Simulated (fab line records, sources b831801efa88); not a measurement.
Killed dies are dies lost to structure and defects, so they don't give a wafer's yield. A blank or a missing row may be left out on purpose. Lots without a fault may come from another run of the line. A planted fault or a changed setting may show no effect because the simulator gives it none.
Chamber matching | flow sky130 | SKY_VIA1_CMP_24 on cmp-02: 4 sister chambers
The step polishes, stops on SiO2, t overpolish 15 s, target thk 0 nm. 36 wafers are shown with their chamber, then 12 later ones without.

WAFERS WITH THEIR CHAMBER
wafer  | chamber | motor_current_A (A) | time_to_endpoint_s (s) | overpolish_run_s (s)
L075.1 | 1       | 10.1                | 75.7                   | 15.003
L075.2 | 3       | 13.2                | 67.6                   | 15.004
L075.3 | 2       | 10.5                | 71.3                   | 15.001
L075.4 | 0       | 12.0                | 67.7                   | 14.999
L075.5 | 3       | 12.9                | 69.5                   | 14.994
L075.6 | 2       | 10.5                | 70.3                   | 14.996
L079.4 | 3       | 12.7                | 66.3                   | 15.001
L079.5 | 0       | 11.4                | 65.5                   | 15.011
L079.6 | 3       | 12.2                | 64.8                   | 15.007
L080.1 | 3       | 12.6                | 63.9                   | 14.984
L080.4 | 2       | 10.3                | 66.9                   | 15.004
L080.5 | 3       | 12.4                | 64.2                   | 15.008
L078.2 | 3       | 12.1                | 64.1                   | 15.004
L078.5 | 3       | 13.4                | 63.8                   | 15.000
L078.6 | 0       | 10.8                | 66.4                   | 14.995
L081.1 | 1       | 10.6                | 69.5                   | 15.005
L081.2 | 3       | 12.6                | 62.7                   | 14.990
L081.6 | 0       | 11.8                | 66.4                   | 15.010
L085.1 | 2       | 10.4                | 67.7                   | 14.996
L085.4 | 3       | 12.7                | 61.2                   | 15.000
L085.5 | 2       | 10.3                | 66.3                   | 14.989
L087.1 | 3       | 12.3                | 65.3                   | 15.016
L087.2 | 0       | 12.0                | 64.7                   | 15.001
L087.5 | 1       | 9.8                 | 69.8                   | 15.015
L089.1 | 1       | 10.6                | 72.8                   | 14.989
L089.2 | 2       | 10.3                | 70.3                   | 14.998
L089.5 | 1       | 9.7                 | 70.5                   | 14.988
L089.3 | 3       | 12.7                | 65.5                   | 14.990
L089.4 | 0       | 12.4                | 68.6                   | 15.021
L089.6 | 2       | 10.0                | 68.3                   | 14.984
L091.2 | 2       | 9.9                 | 68.2                   | 14.997
L091.4 | 0       | 11.5                | 67.2                   | 15.004
L091.6 | 0       | 11.8                | 65.7                   | 15.000
L091.1 | 3       | 13.1                | 63.3                   | 15.008
L091.3 | 1       | 10.4                | 71.6                   | 14.993
L091.5 | 1       | 10.0                | 74.0                   | 14.995

SIGNATURES (means of the wafers above)
reading            | chamber 0 | chamber 1 | chamber 2 | chamber 3 | scatter within a chamber
motor_current_A    | 11.713    | 10.171    | 10.275    | 12.685    | 0.379
time_to_endpoint_s | 66.525    | 71.986    | 68.662    | 64.785    | 1.94
overpolish_run_s   | 15.00512  | 14.99829  | 14.99563  | 15.00046  | 0.0085
Rule: a wafer's distance from a chamber is the root of the sum, over the readings, of the square of ((its reading less the chamber's mean) divided by the reading's scatter). The wafer belongs to the nearest chamber; if the next one is less than 2 further off, it can't be placed. The scatter: the root of (the sum of the squares of (reading less its chamber's mean) over the shown wafers, divided by (wafers less chambers)).

WAFERS WITHOUT THEIR CHAMBER
wafer  | motor_current_A (A) | time_to_endpoint_s (s) | overpolish_run_s (s)
L093.1 | 9.9                 | 71.6                   | 14.985
L093.4 | 11.6                | 66.9                   | 15.005
L093.5 | 11.9                | 69.6                   | 14.992
L094.1 | 12.5                | 67.0                   | 15.004
L094.4 | 10.3                | 66.5                   | 15.001
L094.5 | 10.7                | 67.2                   | 15.010
L095.1 | 12.9                | 64.7                   | 14.998
L095.2 | 10.2                | 67.7                   | 15.002
L095.4 | 11.4                | 67.1                   | 14.985
L096.1 | 11.5                | 64.1                   | 15.000
L096.2 | 12.3                | 61.0                   | 15.004
L096.5 | 9.9                 | 67.3                   | 15.012

WHICH CHAMBER EACH WENT THROUGH
wafer  | from the rows above               | in truth
L093.1 | can't be placed: 1 or 2           | 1
L093.4 | 0                                 | 0
L093.5 | can't be placed: 0 or 3           | 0
L094.1 | can't be placed: 3 or 0           | 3
L094.4 | can't be placed: 2 or 1           | 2
L094.5 | can't be placed: 2 or 0 or 1      | 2
L095.1 | 3                                 | 3
L095.2 | can't be placed: 2 or 1           | 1
L095.4 | can't be placed: 0 or 2 or 3 or 1 | 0
L096.1 | can't be placed: 0 or 3           | 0
L096.2 | can't be placed: 3 or 0           | 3
L096.5 | can't be placed: 2 or 1           | 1
Placed correctly: 2 of 12. Can't be placed from these rows: 10 (the true chamber is among the candidates in 10). Placed wrongly: 0.
